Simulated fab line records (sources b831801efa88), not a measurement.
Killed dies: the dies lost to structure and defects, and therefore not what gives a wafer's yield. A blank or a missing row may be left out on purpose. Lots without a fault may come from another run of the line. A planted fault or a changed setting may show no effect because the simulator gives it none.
fab line records -- flow sky130
record lots=6, wafers=18, last-day=50
route steps=708 shown RES_XHIGH@333 SD_N@342 PAD_OPEN@708
lots untouched by any fault: they come from a run of this same line in which no faults occurred
start-h: start of the lot's first displayed wafer, in hours after the record's first day -- wait-h: hours since the lot's step before -- " same as the row above -- L1.1+2: a single row standing in for several wafers -- - no value, or no start given -- * or withheld: withheld -- < > ~ a bound
route shown NAME@n: a module of which the file shows steps, and the number in the route of the first -- usual: mean/standard deviation of fault-free wafers -- same: alike in all rows -- chamber/n: place in a boat -- sites: each site's reading -- _std_site: the standard deviation of these -- _edge_site: mean of outer sites minus mean of inner sites -- radius-mm: for every site, how far away it sits from the centre of the wafer -- mask NAME#n: copy n -- behind: tool/chamber where the wafer was last shaped -- hold: cause of the lot's hold/its duration in hours/its outcome -- device: which transistor (n, p or np) failed to switch -- end of line: the tests these same wafers got at the end of their route -- a step given without rows: its recipe and nothing more -- killed: dies that structure and defects cost at the first sort, which is not the same as the wafer's yield -- map: shows each die of a wafer: x if killed, . if not, _ if none is there
set.NAME: setting as actually run; set.NAME@STEP: the setting as run at that earlier step -- model.NAME: the simulator's own value behind a step, which no gauge read
certain route steps with their lots: each step a table, each wafer a row
services: when a tool's chamber went out of use (start-h, in hours from the record's first day, below 0 if earlier), for how many hours, and the reason
## steps
# step SKY_RES_XHIGH_HMDS_01
# recipe prime-time-s=60, prime-temp-c=120
# step SKY_RES_XHIGH_COAT_02
# recipe resist=NOVOLAK, spin-rpm=3000, resist-thk-nm=1140
# step SKY_RES_XHIGH_SOFTBAKE_03
# recipe temp-c=90, time-s=60, resist=NOVOLAK
# step SKY_RES_XHIGH_EXPOSE_04
# recipe mask-id=URPM, na=0.6, source-shape=conventional, sigma-outer=0.6, polarization=unpolarized, target-cd-nm=1270, dose-mj=140
# step SKY_RES_XHIGH_PEB_05
# recipe temp-c=withheld, time-s=*, resist=NOVOLAK
# step SKY_RES_XHIGH_DEVELOP_06
# recipe resist=NOVOLAK, developer=TMAH, develop-time-s=60, dev-temp-c=23
# step SKY_RES_XHIGH_IMPLANT_07
# recipe species=BF2, energy-kev=20, dose-cm2=3.6e+14, tilt-deg=0
# step SKY_RES_XHIGH_STRIP_08
# recipe chemistry=O2/N2, power-w=1400, pressure-mtorr=1500, platen-temp-c=withheld, o2-flow-sccm=3000, n2-flow-sccm=300, overash-fraction=0.5
# usual drypump-motor-current-A=5.87/0.24, n2-flow-sccm=299.8/0.97, oes-product-au=0.711/0.0043, strip-time-to-endpoint-s=14.26/0.039
lot.wafer,tool,chamber,start-h,wait-h,drypump-motor-current-A,n2-flow-sccm,oes-product-au,rf-hours-counter-h,strip-time-to-endpoint-s
L492.3,plasma-asher-03,0,610.03,0.1,5.62,298.0,0.710,-,14.24
L492.4,plasma-asher-03,1,610.03,0.1,6.25,301.6,0.712,-,14.19
L492.5,plasma-asher-03,0,610.03,0.1,5.63,299.5,0.722,-,14.24
L494.2,plasma-asher-01,0,635.99,0.1,5.65,298.7,0.703,17,14.20
L494.3,plasma-asher-01,0,635.99,0.1,5.60,299.3,0.718,-,14.17
L494.6,plasma-asher-01,1,635.99,0.1,5.74,298.5,0.714,-,14.18
L509.2,plasma-asher-04,1,752.45,0.1,5.94,300.4,0.710,63,14.27
L509.4,plasma-asher-04,0,752.45,0.1,5.94,298.2,0.713,-,14.25
L509.6,plasma-asher-04,1,752.45,0.1,5.94,299.3,0.713,-,14.30
L510.1,plasma-asher-03,1,757.79,0.1,6.27,301.2,0.706,98,14.23
L510.2,plasma-asher-03,0,757.79,0.1,5.59,298.8,0.707,98,14.25
L510.6,plasma-asher-03,1,757.79,0.1,6.26,300.5,0.707,-,14.30
L514.1,plasma-asher-04,1,800.99,0.1,5.93,300.9,0.712,67,14.26
L514.4,plasma-asher-04,0,800.99,0.1,5.94,299.9,0.719,-,14.30
L514.5,plasma-asher-04,0,800.99,0.1,5.95,299.3,0.712,-,14.29
L513.1,plasma-asher-03,0,809.16,0.1,5.60,299.9,0.705,103,14.22
L513.2,plasma-asher-03,1,809.16,0.1,6.25,300.1,0.715,103,14.23
L513.4,plasma-asher-03,1,809.16,0.1,6.26,301.0,0.708,-,14.20
# step SKY_RES_XHIGH_TW_MEAS_09
# usual RES_XHIGH_TW=1648/8.4
lot.wafer,tool,chamber,start-h,wait-h,RES_XHIGH_TW
L492.3,film-metro-02,-,610.11,0.1,1646
L492.4,film-metro-02,-,610.11,0.1,1650
L492.5,film-metro-02,-,610.11,0.1,1653
L494.2,film-metro-03,-,636.10,0.1,1652
L494.3,film-metro-03,-,636.10,0.1,1657
L494.6,film-metro-03,-,636.10,0.1,1652
L509.2,film-metro-01,-,752.56,0.1,1654
L509.4,film-metro-01,-,752.56,0.1,1647
L509.6,film-metro-01,-,752.56,0.1,1653
L510.1,film-metro-03,-,757.89,0.1,1649
L510.2,film-metro-03,-,757.89,0.1,1651
L510.6,film-metro-03,-,757.89,0.1,1659
L514.1,film-metro-01,-,801.09,0.1,1655
L514.4,film-metro-01,-,801.09,0.1,1649
L514.5,film-metro-01,-,801.09,0.1,1653
L513.1,film-metro-02,-,809.26,0.1,1646
L513.2,film-metro-02,-,809.26,0.1,1641
L513.4,film-metro-02,-,809.26,0.1,1644
# step SKY_SD_N_DEHYDRATE_00
# recipe temp-c=200, time-s=60
# step SKY_SD_N_HMDS_01
# recipe prime-time-s=60, prime-temp-c=120
# step SKY_SD_N_COAT_02
# recipe resist=NOVOLAK, spin-rpm=3000, resist-thk-nm=1140
# step SKY_SD_N_SOFTBAKE_03
# recipe temp-c=90, time-s=60, resist=NOVOLAK
# usual heater-power-total-W=56.59/0.039, plate-temp-C=90.00/0.14, resist-line-temp-C=22.99/0.12
lot.wafer,tool,chamber,start-h,wait-h,heater-power-total-W,plate-temp-C,resist-line-temp-C
L492.3,litho-track-02,0,623.24,0.1,56.59,89.91,23.10
L492.4,litho-track-02,0,623.24,0.1,56.57,90.09,22.91
L492.5,litho-track-02,0,623.24,0.1,56.59,89.94,23.09
L494.2,litho-track-04,0,649.94,0.1,56.56,89.72,22.87
L494.3,litho-track-04,0,649.94,0.1,56.61,89.87,23.08
L494.6,litho-track-04,0,649.94,0.1,56.61,89.91,23.17
L509.2,litho-track-04,0,765.94,0.1,57.06,90.62,23.01
L509.4,litho-track-04,0,765.94,0.1,57.12,90.65,22.99
L509.6,litho-track-04,0,765.94,0.1,57.10,90.74,23.09
L510.1,litho-track-04,0,770.21,0.1,56.99,90.47,23.25
L510.2,litho-track-04,0,770.21,0.1,57.05,90.46,23.30
L510.6,litho-track-04,0,770.21,0.1,57.02,90.53,23.11
L514.1,litho-track-02,0,813.99,0.1,56.59,90.14,22.85
L514.4,litho-track-02,0,813.99,0.1,56.61,89.95,22.87
L514.5,litho-track-02,0,813.99,0.1,56.60,90.01,22.95
L513.1,litho-track-02,0,822.49,0.1,56.64,89.88,22.97
L513.2,litho-track-02,0,822.49,0.1,56.59,89.98,23.02
L513.4,litho-track-02,0,822.49,0.1,56.60,90.14,22.85
# step SKY_SD_N_EXPOSE_04
# recipe mask-id=NSDM, na=0.6, source-shape=conventional, sigma-outer=0.6, polarization=unpolarized, target-cd-nm=380, dose-mj=141
# step SKY_PAD_OPEN_PROBE_99
# usual killed_at_M0_to_M3=43/7.7, killed_at_M4_up=2.9/1.9, killed-at-contacts=24/5.9, killed-at-front-end=16/5.1, killed-at-other=0.3/0.63, killed-dies=86/10, killed-open=47/7.6, killed-short=39/6.8
# same gross-dies=492, killed-at-back-side=0
lot.wafer,tool,chamber,start-h,wait-h,killed_at_M0_to_M3,killed_at_M4_up,killed-at-contacts,killed-at-front-end,killed-at-other,killed-dies,killed-open,killed-short
L494.2,prober-02,-,1085.17,0.1,45,1,29,13,0,88,34,54
L494.3,prober-02,-,1085.22,0.2,36,4,12,19,0,71,29,42
L494.6,prober-02,-,1085.37,0.2,30,1,25,11,0,67,45,22
L509.2,prober-01,-,1168.59,0.1,41,4,17,10,2,74,36,37
L509.4,prober-01,-,1168.69,0.2,32,2,25,19,2,80,49,31
L509.6,prober-01,-,1168.79,0.2,42,1,27,13,1,84,45,38
L510.1,prober-02,-,1171.03,0.1,38,5,16,24,0,83,43,39
L510.2,prober-02,-,1171.08,0.1,48,2,30,11,0,91,54,36
L510.6,prober-02,-,1171.28,0.2,48,5,20,20,0,93,54,38
# killed by level:class
L494.2 METAL1:geometric-particle:short=11 CONTACT:geometric-particle:open=10 LOCAL_INTERCONNECT:geometric-particle:short=7 VIA1:geometric-particle:short=7 VIA3:geometric-particle:short=7 LI_CONTACT:geometric-particle:open=5 VIA1:geometric-particle:open=4 VIA2:geometric-particle:open=4
L494.3 VIA1:geometric-particle:open=6 METAL2:geometric-particle:short=6 VIA3:geometric-particle:open=6 CONTACT:geometric-particle:short=5 METAL3:geometric-particle:short=5 FIELD_ISO:geometric-particle:short=4 POLY_GATE:geometric-particle:short=4 POLY_GATE:geometric-particle:open=4
L494.6 VIA1:geometric-particle:open=12 CONTACT:geometric-particle:open=10 LI_CONTACT:geometric-particle:open=7 VIA2:geometric-particle:open=5 LI_CONTACT:geometric-particle:short=4 VIA1:geometric-particle:short=4 POLY_GATE:geometric-particle:open=3 POLY_GATE:geometric-particle:short=3
L509.2 VIA1:geometric-particle:open=10 METAL1:geometric-particle:short=7 VIA3:geometric-particle:open=6 FIELD_ISO:geometric-particle:open=5 METAL3:geometric-particle:short=4 CONTACT:geometric-particle:open=4 VIA2:geometric-particle:open=4 METAL4:geometric-particle:short=4
L509.4 CONTACT:geometric-particle:open=10 VIA2:geometric-particle:open=8 VIA1:geometric-particle:open=6 FIELD_ISO:geometric-particle:short=5 POLY_GATE:geometric-particle:open=5 VIA3:geometric-particle:open=5 FIELD_ISO:geometric-particle:open=4 LOCAL_INTERCONNECT:geometric-particle:open=4
L509.6 CONTACT:geometric-particle:open=13 VIA1:geometric-particle:open=12 VIA1:geometric-particle:short=6 CONTACT:geometric-particle:short=5 VIA2:geometric-particle:open=5 VIA3:geometric-particle:open=5 FIELD_ISO:geometric-particle:open=4 POLY_GATE:geometric-particle:short=4
L510.1 VIA1:geometric-particle:open=8 FIELD_ISO:geometric-particle:short=7 FIELD_ISO:geometric-particle:open=5 LI_CONTACT:geometric-particle:open=5 VIA3:geometric-particle:open=5 METAL2:geometric-particle:short=5 VIA3:geometric-particle:short=4 CONTACT:geometric-particle:open=4
L510.2 VIA1:geometric-particle:open=15 VIA2:geometric-particle:open=9 CONTACT:geometric-particle:open=8 LI_CONTACT:geometric-particle:open=8 METAL1:geometric-particle:short=7 LOCAL_INTERCONNECT:geometric-particle:short=6 VIA2:geometric-particle:short=5 FIELD_ISO:geometric-particle:open=4
L510.6 VIA2:geometric-particle:open=13 CONTACT:geometric-particle:open=8 VIA1:geometric-particle:open=8 FIELD_ISO:geometric-particle:open=7 METAL2:geometric-particle:short=7 LI_CONTACT:geometric-particle:open=5 VIA2:geometric-particle:short=5 METAL4:geometric-particle:short=4
## services
tool,chamber,start-h,hours,kind
plasma-asher-01,-,601.80,28.1,pm
plasma-asher-04,-,673.12,2.3,repair
plasma-asher-03,-,682.43,3.5,repair
plasma-asher-04,-,771.42,4.5,repair
plasma-asher-01,-,797.23,1.4,repair
## key
first-sign step=SKY_SD_N_SOFTBAKE_03, reading=heater-power-total-W, direction=up, sigmas=12, usual=*, struck=*
effect step=SKY_SD_N_SOFTBAKE_03, reading=plate-temp-C, direction=up, sigmas=4.3, usual=*, struck=*
met-at SKY_SD_N_SOFTBAKE_03
struck-wafers L509.2,L509.4,L509.6,L510.1,L510.2,L510.6
tester-left-out L509,L510
onset-between 649.94 765.94
fault kind=process-parameter-drift, tool=litho-track-04, chamber=-, onset-h=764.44, steps=SKY_SD_N_SOFTBAKE_03, channel=temp-c, offset=*, shape=step, end-h=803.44, acts-in=*, stated=*
# tester-left-out: of these lots the tester's yield and bins aren't shown, on N5 and GAA mostly nor the transistor test; their killed dies are dies lost to structure and defects alone, not to doping, threshold or leakage, so they don't give the yield
